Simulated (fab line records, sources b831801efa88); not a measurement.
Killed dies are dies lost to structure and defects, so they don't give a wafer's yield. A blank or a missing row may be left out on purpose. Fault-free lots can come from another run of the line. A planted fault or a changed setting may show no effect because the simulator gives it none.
What tool caused it? / flow sky130 / Sampling: 11 lots, 33 wafers, 5 of 708 route steps

WHAT EACH GAUGE READ, for each wafer
SKY_FIELD_ISO_THK_MEAS_04.
lot=L353; measured=day 1 13:29; on=film metro-03; FIELD_ISO_CVD_03_THK (nm)=163.2 163.4 164.1
lot=L354; measured=day 1 20:46; on=film metro-03; FIELD_ISO_CVD_03_THK (nm)=162.1 163.3 162.8
lot=L355; measured=day 2 00:29; on=film metro-01; FIELD_ISO_CVD_03_THK (nm)=160.8 161.5 161.1
lot=L358; measured=day 2 16:16; on=film metro-01; FIELD_ISO_CVD_03_THK (nm)=162.4 162.0 160.7
lot=L361; measured=day 3 05:44; on=film metro-03; FIELD_ISO_CVD_03_THK (nm)=163.9 165.3 163.1
lot=L363; measured=day 3 18:02; on=film metro-01; FIELD_ISO_CVD_03_THK (nm)=162.9 163.3 161.8
lot=L364; measured=day 3 22:28; on=film metro-02; FIELD_ISO_CVD_03_THK (nm)=163.9 164.1 163.6
lot=L365; measured=day 4 05:30; on=film metro-02; FIELD_ISO_CVD_03_THK (nm)=163.3 162.9 164.1
lot=L374; measured=day 6 00:34; on=film metro-03; FIELD_ISO_CVD_03_THK (nm)=164.7 166.5 164.7
lot=L375; measured=day 6 03:29; on=film metro-02; FIELD_ISO_CVD_03_THK (nm)=163.3 164.9 163.9
lot=L376; measured=day 6 08:33; on=film metro-03; FIELD_ISO_CVD_03_THK (nm)=161.9 162.7 164.2

SKY_SPACER_THK_MEAS_01.
lot=L353; measured=day 22 12:26; on=film metro-03; SPACER_CVD_00_THK (nm)=42.6 42.8 42.7
lot=L354; measured=day 23 07:36; on=film metro-03; SPACER_CVD_00_THK (nm)=42.8 42.5 42.5
lot=L355; measured=day 23 11:34; on=film metro-03; SPACER_CVD_00_THK (nm)=42.4 42.8 42.7
lot=L358; measured=day 24 17:01; on=film metro-04; SPACER_CVD_00_THK (nm)=43.1 43.2 42.7
lot=L361; measured=day 26 00:25; on=film metro-03; SPACER_CVD_00_THK (nm)=43.4 43.7 43.6
lot=L363; measured=day 26 11:39; on=film metro-03; SPACER_CVD_00_THK (nm)=43.0 43.2 42.8
lot=L364; measured=day 26 23:41; on=film metro-03; SPACER_CVD_00_THK (nm)=39.9 39.8 40.0
lot=L365; measured=day 27 05:56; on=film metro-01; SPACER_CVD_00_THK (nm)=39.9 40.0 40.2
lot=L374; measured=day 30 01:47; on=film metro-03; SPACER_CVD_00_THK (nm)=43.6 43.4 43.2
lot=L375; measured=day 30 05:06; on=film metro-04; SPACER_CVD_00_THK (nm)=43.3 43.2 43.4
lot=L376; measured=day 30 12:36; on=film metro-01; SPACER_CVD_00_THK (nm)=42.5 43.0 42.8

SKY_METAL1_CD_MEAS_15: the cd target is 140 nm.
lot=L353; measured=day 32 09:10; on=cd sem-01; cd nm (nm)=140.1 140.7 141.1
lot=L354; measured=day 33 02:23; on=cd sem-01; cd nm (nm)=138.9 138.6 139.3
lot=L355; measured=day 33 05:47; on=cd sem-02; cd nm (nm)=140.0 138.2 141.3
lot=L358; measured=day 34 09:01; on=cd sem-01; cd nm (nm)=140.3 139.6 140.4
lot=L361; measured=day 35 14:07; on=cd sem-01; cd nm (nm)=140.7 139.3 140.2
lot=L363; measured=day 35 21:08; on=cd sem-02; cd nm (nm)=141.7 141.9 142.3
lot=L364; measured=day 36 10:27; on=cd sem-02; cd nm (nm)=140.1 139.5 140.8
lot=L365; measured=day 36 17:40; on=cd sem-01; cd nm (nm)=139.5 138.2 139.5
lot=L374; measured=day 39 04:15; on=cd sem-02; cd nm (nm)=139.7 138.8 138.6
lot=L375; measured=day 39 08:21; on=cd sem-02; cd nm (nm)=138.5 140.5 139.4
lot=L376; measured=day 39 13:20; on=cd sem-01; cd nm (nm)=138.4 140.7 139.4

WHAT TOOL EACH LOT RAN ON (gives the tool, then ch and the chambers of the sampled wafers, and finally the start)
lot=L353; SKY_SPACER_CVD_00=lpcvd-02 ch 0, day 22 11:13; SKY_SPACER_ETCHBACK_02=rie diel-01 ch 0,1,3, day 22 12:29
lot=L354; SKY_SPACER_CVD_00=lpcvd-02 ch 1, day 23 06:23; SKY_SPACER_ETCHBACK_02=rie diel-03 ch 0,2,3, day 23 07:39
lot=L355; SKY_SPACER_CVD_00=lpcvd-02 ch 0, day 23 10:21; SKY_SPACER_ETCHBACK_02=rie diel-02 ch 1,3, day 23 11:37
lot=L358; SKY_SPACER_CVD_00=lpcvd-02 ch 0, day 24 15:47; SKY_SPACER_ETCHBACK_02=rie diel-01 ch 0,3, day 24 17:03
lot=L361; SKY_SPACER_CVD_00=lpcvd-02 ch 0, day 25 23:12; SKY_SPACER_ETCHBACK_02=rie diel-02 ch 0,1, day 26 00:28
lot=L363; SKY_SPACER_CVD_00=lpcvd-02 ch 1, day 26 10:27; SKY_SPACER_ETCHBACK_02=rie diel-01 ch 1,2,3, day 26 11:43
lot=L364; SKY_SPACER_CVD_00=lpcvd-02 ch 1, day 26 22:28; SKY_SPACER_ETCHBACK_02=rie diel-01 ch 0,2,3, day 26 23:44
lot=L365; SKY_SPACER_CVD_00=lpcvd-02 ch 1, day 27 04:43; SKY_SPACER_ETCHBACK_02=rie diel-03 ch 1,2,3, day 27 05:59
lot=L374; SKY_SPACER_CVD_00=lpcvd-02 ch 1, day 30 00:34; SKY_SPACER_ETCHBACK_02=rie diel-02 ch 0,1,2, day 30 01:50
lot=L375; SKY_SPACER_CVD_00=lpcvd-02 ch 0, day 30 03:54; SKY_SPACER_ETCHBACK_02=rie diel-03 ch 1,2, day 30 05:10
lot=L376; SKY_SPACER_CVD_00=lpcvd-02 ch 0, day 30 11:23; SKY_SPACER_ETCHBACK_02=rie diel-02 ch 0,1,3, day 30 12:39
- SKY_SPACER_CVD_00: deposits Si3N4 from DCS/NH3, target thk 43.1 nm, time 740 s.
- SKY_SPACER_ETCHBACK_02: etches Si3N4 in CH3F/O2, stops on SiO2, time 46.7 s, target depth 45 nm.

AS READ BY THE TOOLS THEMSELVES (means over the sampled wafers that have a number; for cases with no such wafer, the mark the record gives instead)
SKY_SPACER_CVD_00.
lot=L353; tool=lpcvd-02; spike tc bottom C (C)=789.7; spike tc centre C (C)=770.6; spike tc lower C (C)=771.1; spike tc upper C (C)=770.6; susceptor temp C (C)=770.8
lot=L354; tool=lpcvd-02; spike tc bottom C (C)=791.4; spike tc centre C (C)=772.1; spike tc lower C (C)=770.5; spike tc upper C (C)=771.0; susceptor temp C (C)=770.0
lot=L355; tool=lpcvd-02; spike tc bottom C (C)=788.8; spike tc centre C (C)=771.3; spike tc lower C (C)=770.1; spike tc upper C (C)=771.0; susceptor temp C (C)=770.0
lot=L358; tool=lpcvd-02; spike tc bottom C (C)=789.0; spike tc centre C (C)=771.0; spike tc lower C (C)=770.6; spike tc upper C (C)=771.3; susceptor temp C (C)=769.9
lot=L361; tool=lpcvd-02; spike tc bottom C (C)=790.1; spike tc centre C (C)=771.7; spike tc lower C (C)=769.1; spike tc upper C (C)=770.7; susceptor temp C (C)=770.1
lot=L363; tool=lpcvd-02; spike tc bottom C (C)=792.0; spike tc centre C (C)=770.8; spike tc lower C (C)=770.5; spike tc upper C (C)=770.0; susceptor temp C (C)=770.0
lot=L364; tool=lpcvd-02; spike tc bottom C (C)=786.6; spike tc centre C (C)=766.0; spike tc lower C (C)=765.5; spike tc upper C (C)=766.3; susceptor temp C (C)=765.8
lot=L365; tool=lpcvd-02; spike tc bottom C (C)=787.2; spike tc centre C (C)=766.4; spike tc lower C (C)=766.2; spike tc upper C (C)=766.4; susceptor temp C (C)=766.3
lot=L374; tool=lpcvd-02; spike tc bottom C (C)=791.1; spike tc centre C (C)=770.6; spike tc lower C (C)=769.9; spike tc upper C (C)=770.6; susceptor temp C (C)=769.8
lot=L375; tool=lpcvd-02; spike tc bottom C (C)=791.0; spike tc centre C (C)=772.4; spike tc lower C (C)=770.2; spike tc upper C (C)=770.5; susceptor temp C (C)=770.3
lot=L376; tool=lpcvd-02; spike tc bottom C (C)=789.9; spike tc centre C (C)=771.2; spike tc lower C (C)=769.4; spike tc upper C (C)=771.4; susceptor temp C (C)=770.2

SKY_SPACER_ETCHBACK_02.
lot=L353; tool=rie diel-01; bias w (W)=79.93; drypump motor current A (A)=5.8; oes product au (a.u.)=0.853; throttle valve pct (%)=10.563
lot=L354; tool=rie diel-03; bias w (W)=80.12; drypump motor current A (A)=5.9; oes product au (a.u.)=0.849; throttle valve pct (%)=10.557
lot=L355; tool=rie diel-02; bias w (W)=80.02; drypump motor current A (A)=5.7; oes product au (a.u.)=0.849; throttle valve pct (%)=10.559
lot=L358; tool=rie diel-01; bias w (W)=80.03; drypump motor current A (A)=5.8; oes product au (a.u.)=0.851; throttle valve pct (%)=10.572
lot=L361; tool=rie diel-02; bias w (W)=79.88; drypump motor current A (A)=5.5; oes product au (a.u.)=0.858; throttle valve pct (%)=10.560
lot=L363; tool=rie diel-01; bias w (W)=80.08; drypump motor current A (A)=5.9; oes product au (a.u.)=0.853; throttle valve pct (%)=10.564
lot=L364; tool=rie diel-01; bias w (W)=79.78; drypump motor current A (A)=5.8; oes product au (a.u.)=0.815; throttle valve pct (%)=10.554
lot=L365; tool=rie diel-03; bias w (W)=80.06; drypump motor current A (A)=5.7; oes product au (a.u.)=0.821; throttle valve pct (%)=10.563
lot=L374; tool=rie diel-02; bias w (W)=79.88; drypump motor current A (A)=5.8; oes product au (a.u.)=0.860; throttle valve pct (%)=10.564
lot=L375; tool=rie diel-03; bias w (W)=80.22; drypump motor current A (A)=5.6; oes product au (a.u.)=0.857; throttle valve pct (%)=10.550
lot=L376; tool=rie diel-02; bias w (W)=79.92; drypump motor current A (A)=5.7; oes product au (a.u.)=0.849; throttle valve pct (%)=10.559

THE ANSWER, worked out from the rows above alone
Rule: what is usual is taken from the lots themselves. Put in order of their means at a reading, lots are off if they are a third of the lots or fewer, leave a main group of 4 or more, and stand apart from it by a gap of 3 or more times the standard deviation of the main group's means; of several such gaps the widest counts. A main group is skipped when, at the precision printed for the reading in the tables above, its means are all equal. A lot without any number at a reading at which 4 lots or more have one is off too. Where the step has rows for the other lots, those lots are counted as sound. Order of review: gauges by route order, followed by the tools' own readings, for which a lot's mean as printed above is used. At the first step where some lot is off, the reading lying furthest off is the one used; lots without a number count as furthest.
Off: at SKY_SPACER_THK_MEAS_01 (SPACER_CVD_00_THK), L364, L365. The main group: mean 43.0 nm, standard deviation 0.33.
If a tool, at a process step before that reading, ran all the lots that are off and no sound lot after the first of them, it fits. Not tried: the gauges at SKY_SPACER_THK_MEAS_01; whatever is off there is also off at SKY_SPACER_CVD_00, on other tools, and gauge error can't account for it. No candidate that was tried fits.

WHAT THE SIMULATOR PUT IN
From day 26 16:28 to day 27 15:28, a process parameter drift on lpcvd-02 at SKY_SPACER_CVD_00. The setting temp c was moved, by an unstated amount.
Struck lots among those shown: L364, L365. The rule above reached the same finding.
